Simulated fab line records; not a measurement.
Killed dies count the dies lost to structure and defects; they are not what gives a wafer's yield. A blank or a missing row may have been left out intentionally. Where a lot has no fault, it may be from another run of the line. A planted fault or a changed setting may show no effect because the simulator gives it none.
A lot that was struck, set against a sound lot | flow sky130 | 16 steps out of a route of 708
Sound: wafers L651.1, L651.3, L651.5. The struck wafers were L642.2, L642.4, L642.6. The cause comes at the end.
Order at every step that has rows: each side's tool, ch and its chambers, its first start. Under that, the readings that differ: sound wafers | struck wafers | difference of the means | sigmas: that difference in standard deviations of wafers without a fault.
alike: same words and numbers on both sides, and readings whose means sit less than 2 such deviations apart. not compared: any withheld reading, any reading some wafer has no value for, any bound like >300 that may hide the same value, and any number with overlapping values for which the record gives no deviation.
Wherever a step has rows on one side only, a row that says differs or no value, or a row with sigmas, the two part there. Numbers that don't overlap but have no deviation are shown without sigmas and don't part them. A reading missing from all wafers of one side parts the sides only when that side holds two or more wafers.

first, 8 steps without rows for these wafers: SKY_CONTACT_DEHYDRATE_06 (time 60 s); SKY_CONTACT_HMDS_07 (prime time 60 s); SKY_CONTACT_COAT_08 (resist thk 60 nm); SKY_CONTACT_COAT_09 (resist thk 450 nm); SKY_CONTACT_SOFTBAKE_10 (time 90 s); SKY_CONTACT_EXPOSE_11 (exposes mask CTM1, target cd 170 nm); SKY_CONTACT_PEB_12; SKY_CONTACT_DEVELOP_13 (develop time 60 s).
SKY_CONTACT_CD_MEAS_14: target cd 170 nm.
  sound on cd_sem-01, day 37 16:49; struck on cd_sem-01, day 34 19:10
  reading    | sound             | struck            | difference | sigmas
  cd_nm (nm) | 171.5 170.8 171.5 | 168.2 168.6 168.6 | -2.8       | -2
SKY_CONTACT_OVL_MEAS_15:
  sound on overlay-01, day 37 16:56; struck on overlay-01, day 34 19:16
  alike: CONTACT_OVL
SKY_CONTACT_ETCH_16: etches BARC in N2/H2, stops on SiO2, time 45.9 s, target depth 60 nm.
  sound on rie_diel-01 ch 0,2,3, day 37 16:58; struck on rie_diel-04 ch 0,1,3, day 34 19:17
  alike: bias_w, chamber_pressure_mTorr, drypump_motor_current_A, oes_product_au, throttle_valve_pct
  not compared: rf_hours_counter_h
SKY_CONTACT_ETCH_17: etches SiO2 in C4F8/O2/Ar, stops on Si3N4, target depth 340 nm.
  sound on rie_diel-01 ch 0,2,3, day 37 17:00; struck on rie_diel-04 ch 0,1,3, day 34 19:20
  reading    | sound          | struck         | difference | sigmas
  bias_w (W) | 1191 1198 1198 | 1201 1204 1205 | +8         | +2
  alike: chamber_pressure_mTorr, oes_product_au
SKY_CONTACT_ETCH_18: etches Si3N4 in CHF3/O2, stops on TiN, time 39 s, target depth 75 nm.
  sound on rie_diel-01 ch 0,2,3, day 37 17:00; struck on rie_diel-04 ch 0,1,3, day 34 19:00
  no value came back on the struck wafers for any of 6 readings (O2_flow_sccm (sccm), bias_w (W) and others); on the sound wafers O2_flow_sccm (sccm) reads 5.007 5.009 4.996
  reading                                        | sound           | struck            | difference | sigmas
  model.KrF-thick_of_CONTACT_COAT_09.thk_nm (nm) | 238 242.3 239.7 | 325.9 325.4 325.7 | +85.7      |
  not compared: rf_hours_counter_h
SKY_CONTACT_STRIP_19: strips in O2/N2.
  sound on plasma_asher-04 ch 0,1, day 37 17:05; struck on plasma_asher-02 ch 0,1, day 34 19:26
  reading                      | sound             | struck            | difference | sigmas
  oes_product_au (a.u.)        | 0.374 0.380 0.377 | 0.411 0.416 0.416 | +0.037     | +8
  strip_time_to_endpoint_s (s) | 3.58 3.61 3.60    | 4.49 4.49 4.50    | +0.90      | +29
  alike: chamber_pressure_mTorr, drypump_motor_current_A, o2_flow_sccm
  not compared: rf_hours_counter_h
then, 1 step without rows for these wafers: SKY_CONTACT_STRIP_20 (strips in post etch residue remover, time 1200 s).
-- the record jumps here: 13 days lie between the struck wafers' starts before and after (it left off in module CONTACT and takes up again in module PAD_OPEN, whose first step shown is number 708 of the route) --
SKY_PAD_OPEN_PROBE_99:
  sound on prober-01, day 50 05:18; struck on prober-02, day 48 04:34
  reading            | sound    | struck      | difference | sigmas
  killed_at_contacts | 28 24 18 | 428 434 430 | +407       | +89
  killed_at_other    | 0 0 0    | 2 1 0       | +1         | +2
  killed_dies        | 90 79 87 | 492 492 492 | +407       | +45
  killed_on_rim      | 20 13 15 | 96 96 96    | +80        | +22
  alike: killed_at_M0_to_M3, killed_at_M4_up, killed_at_front_end, killed_open, killed_short

## WHERE THEY PART
Last at SKY_PAD_OPEN_PROBE_99 as far as this record goes, first at SKY_CONTACT_CD_MEAS_14.

WHY: what the simulator had put in
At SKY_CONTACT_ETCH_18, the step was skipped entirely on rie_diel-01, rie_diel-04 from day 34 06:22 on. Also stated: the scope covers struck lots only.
